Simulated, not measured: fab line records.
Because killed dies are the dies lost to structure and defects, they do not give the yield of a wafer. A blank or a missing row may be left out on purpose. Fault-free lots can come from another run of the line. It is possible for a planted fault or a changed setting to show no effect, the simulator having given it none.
Which tool was responsible? / flow sky130 / 21 wafers from 7 lots sampled at 4 of the route's 708 steps

== WHAT THE GAUGES SHOWED, per wafer ==
SKY_VIA3_BOW_MEAS_03.
lot=L672; measured=day 40 14:33; on=film-metro-03; VIA3_BOW (um)=88 75 86
lot=L677; measured=day 42 00:32; on=film-metro-01; VIA3_BOW (um)=96 88 94
lot=L680; measured=day 42 21:25; on=film-metro-03; VIA3_BOW (um)=146 142 158
lot=L686; measured=day 44 15:44; on=film-metro-04; VIA3_BOW (um)=74 74 78
lot=L688; measured=day 44 20:38; on=film-metro-01; VIA3_BOW (um)=67 79 84
lot=L690; measured=day 45 12:42; on=film-metro-04; VIA3_BOW (um)=88 95 83
lot=L692; measured=day 45 17:59; on=film-metro-04; VIA3_BOW (um)=78 73 72

== WHAT TOOL EACH LOT RAN ON (gives the tool, then ch and the chambers of the sampled wafers, and finally the start) ==
lot=L672; SKY_VIA2_CMP_24=cmp-02 ch 0,1,2, day 38 08:34; SKY_METAL3_SPUTTER_02=pvd-sputter-03, day 38 08:52; SKY_VIA3_CMP_02=cmp-02 ch 0,3, day 40 14:15
lot=L677; SKY_VIA2_CMP_24=cmp-01 ch 0,1,3, day 39 20:35; SKY_METAL3_SPUTTER_02=pvd-sputter-01, day 39 20:56; SKY_VIA3_CMP_02=cmp-02 ch 1,2,3, day 42 00:14
lot=L680; SKY_VIA2_CMP_24=cmp-02 ch 0,1,2, day 40 17:29; SKY_METAL3_SPUTTER_02=pvd-sputter-04, day 40 17:47; SKY_VIA3_CMP_02=cmp-01 ch 0,2,3, day 42 21:07
lot=L686; SKY_VIA2_CMP_24=cmp-01 ch 1,2,3, day 42 14:14; SKY_METAL3_SPUTTER_02=pvd-sputter-01, day 42 14:35; SKY_VIA3_CMP_02=cmp-02 ch 0,1,3, day 44 15:32
lot=L688; SKY_VIA2_CMP_24=cmp-02 ch 0,1,2, day 42 20:38; SKY_METAL3_SPUTTER_02=pvd-sputter-03, day 42 20:56; SKY_VIA3_CMP_02=cmp-01 ch 1,2, day 44 20:20
lot=L690; SKY_VIA2_CMP_24=cmp-01 ch 0,1,2, day 43 11:52; SKY_METAL3_SPUTTER_02=pvd-sputter-01, day 43 12:10; SKY_VIA3_CMP_02=cmp-02 ch 0,3, day 45 12:27
lot=L692; SKY_VIA2_CMP_24=cmp-02 ch 1,2,3, day 43 17:16; SKY_METAL3_SPUTTER_02=pvd-sputter-03, day 43 17:31; SKY_VIA3_CMP_02=cmp-01 ch 0,2,3, day 45 17:40
- SKY_VIA2_CMP_24: polishes, stops on SiO2, t overpolish 20 s, target thk 0 nm.
- SKY_METAL3_SPUTTER_02: material AlCu, target thk 735 nm, time 39.1 s.
- SKY_VIA3_CMP_02: polishes SiO2.

== THE ANSWER, worked out from the rows above alone ==
Rule: usual is defined by the lots themselves. Put in order of their means at a reading, lots are off if they are a third of the lots or fewer, leave a main group of 4 or more, and stand apart from it by a gap of 3 or more times the standard deviation of the main group's means; of several such gaps the widest counts. A main group whose means are all the same, to the digits that the tables above print for the reading, isn't used. A lot without any number at a reading at which 4 lots or more have one is off too. The other lots that the step has rows for count as sound.
Off: at SKY_VIA3_BOW_MEAS_03 (VIA3_BOW), L680. The main group: mean 82 um, standard deviation 7.
A tool fits if, at a process step before that reading, it ran every lot that is off, and no sound lot after the first of them. The gauges at SKY_VIA3_BOW_MEAS_03 are tried like those tools. This does not decide it: 2 tools fit, namely pvd-sputter-04 at SKY_METAL3_SPUTTER_02 and film-metro-03 at SKY_VIA3_BOW_MEAS_03.

== WHAT THE SIMULATOR PUT IN ==
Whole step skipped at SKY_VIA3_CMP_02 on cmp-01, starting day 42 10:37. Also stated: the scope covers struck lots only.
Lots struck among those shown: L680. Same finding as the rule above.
